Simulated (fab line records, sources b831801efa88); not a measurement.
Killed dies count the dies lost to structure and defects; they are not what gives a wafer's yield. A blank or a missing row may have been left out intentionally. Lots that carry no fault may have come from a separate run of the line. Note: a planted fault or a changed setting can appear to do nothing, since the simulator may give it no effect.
Which tool did it? ; flow sky130 ; 7 lots, 21 wafers sampled, at 3 steps of a route of 708

WHAT EACH GAUGE READ, for each wafer
SKY_GATE_OXIDE_THK_MEAS_02.
lot;measured;on;GATE_OXIDE_OXIDATION_00_THK (nm)
L115;day 13 19:16;film metro-01;11.00 10.94 11.05
L117;day 14 03:41;film metro-03;10.78 10.91 10.93
L122;day 16 00:32;film metro-03;10.82 10.93 10.75
L129;day 18 08:19;film metro-01;10.95 10.85 10.92
L131;day 18 15:56;film metro-02;10.59 10.83 10.86
L133;day 19 11:16;film metro-03;10.85 10.86 10.81
L136;day 20 09:23;film metro-03;11.10 11.11 11.16

WHICH TOOL RAN EACH LOT (tool, then ch and the chambers of the sampled wafers, then the start)
lot;SKY_SONOS_ONO_ETCH_15;SKY_SONOS_ONO_STRIP_17
L115;rie diel-01 ch 0,3, day 13 09:14;plasma asher-02 ch 0,1, day 13 09:20
L117;rie diel-03 ch 0,1, day 13 18:29;plasma asher-04 ch 0,1, day 13 18:36
L122;rie diel-01 ch 1,3, day 15 22:49;plasma asher-03 ch 0,1, day 15 22:56
L129;rie diel-03 ch 0,1,2, day 18 05:25;plasma asher-03 ch 0,1, day 18 05:34
L131;rie diel-03 ch 0,2,3, day 18 13:07;plasma asher-03 ch 0,1, day 18 13:16
L133;rie diel-03 ch 2,3, day 19 09:31;plasma asher-02 ch 0,1, day 19 09:40
L136;rie diel-03 ch 0,1,3, day 20 07:28;plasma asher-03 ch 0,1, day 20 07:36
- SKY_SONOS_ONO_ETCH_15: etches the open film in CHF3/O2, target depth 19.52 nm, time 7.8 s.
- SKY_SONOS_ONO_STRIP_17: strips in O2/N2.

THE ANSWER, worked out from the rows above alone
Rule: what is usual is taken from the lots themselves. Put in order of their means at a reading, lots are off if they are a third of the lots or fewer, leave a main group of 4 or more, and stand apart from it by a gap of 3 or more times the standard deviation of the main group's means; of several such gaps the widest counts. A main group whose means are all the same, to the digits that the tables above print for the reading, isn't used. A lot without any number at a reading at which 4 lots or more have one is off too. Where the step has rows for the other lots, those lots are counted as sound.
None of the lots is off at any reading shown; this tells nothing.

WHAT THE SIMULATOR HAD PUT IN
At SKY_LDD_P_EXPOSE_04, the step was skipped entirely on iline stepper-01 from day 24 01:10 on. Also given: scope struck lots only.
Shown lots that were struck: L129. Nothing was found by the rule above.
